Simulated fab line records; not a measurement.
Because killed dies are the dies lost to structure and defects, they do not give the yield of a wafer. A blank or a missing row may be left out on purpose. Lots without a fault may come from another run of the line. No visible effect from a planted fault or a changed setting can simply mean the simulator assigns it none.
8D (eight disciplines) problem report, filled in by code | flow sfq line | the parts of the form that need people (team, actions taken, sign-off) are left out

== 1. THE ISSUE ==
SFQ_TRILAYER_I4_CMP_CMP_100, time to endpoint s: mean 114 s on 2 wafers (1 lot); fault-free wafers 205 s, standard deviation 7.7. That is -12 standard deviations from the usual mean.
The step: polishes SiO2.
The first sign was on wafer L205.2 at day 52 12:46, on cmp-01. The record has a number at this step for 33 wafers belonging to 11 lots. By rule, "out" or "out of limits" means more than 4 standard deviations away from the usual mean. Any other wafer with a number is counted as sound.

== 2. WHAT THIS IS AND IS NOT ==
question                    | is                 | is not
which readings at this step | time to endpoint s | motor current A
which lots                  | L205               | L198, L199, L201, L202, L203, L206, L208, L213, L215, L219
which wafers of those lots  | L205.2, L205.5     | L205.1
read on which tools         | cmp-01             | cmp-02
when                        | from day 52 12:46  | up to then (15 sound wafers); but 16 sound wafers of L205, L206, L208, L213, L215, L219 came after

== 3. SUSPECTS, AND WHAT RULES EACH OUT ==
Counting: any tool at a process step up to the reading remains a suspect provided it ran every lot that is out. Sound lots after the first of them don't rule it out here, since some wafers of a struck lot are sound.
- cmp-01 at SFQ_TRILAYER_I4_CMP_CMP_100 (polishes SiO2): kept. L205, the lot that is out, went through it at day 52 12:46; up to then, the latest sound lot through it was L201 at day 45 12:32. Its own readings are out on those wafers: time to endpoint s.
- The sound lot-mates ran in chamber 0 of cmp-01 at SFQ_TRILAYER_I4_CMP_CMP_100, but the wafers that are out ran in chamber 2.
The count leaves cmp-01 at SFQ_TRILAYER_I4_CMP_CMP_100.

== 4. THE CAUSE (what the simulator had put in) ==
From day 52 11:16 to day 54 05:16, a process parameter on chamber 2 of cmp-01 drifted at SFQ_TRILAYER_I4_CMP_CMP_100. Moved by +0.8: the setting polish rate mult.
Only this tool survived the counting.

== 5. THE EFFECT CHAIN, in route order ==
Each row: a reading where the mean over the struck wafers with a number is more than 3 standard deviations away from the usual. Only readings for which the record gives a usual standard deviation are gone through. hours: the time from each lot's start at the first step in this table that gives one to its start at this step, as a median over the lots. sigmas: the change in usual standard deviations.
hours | step                        | reading            | usual | on struck wafers | change | sigmas
0     | SFQ_TRILAYER_I4_CMP_CMP_100 | time to endpoint s | 205 s | 114              | -92    | -12
Here are the process steps it includes:
- SFQ_TRILAYER_I4_CMP_CMP_100: polishes SiO2.

== 6. HOW IT WOULD HAVE BEEN CAUGHT EARLIER ==
The fault began at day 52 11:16; the first out-of-limits reading in this record came at day 52 12:46, 2 hours later.
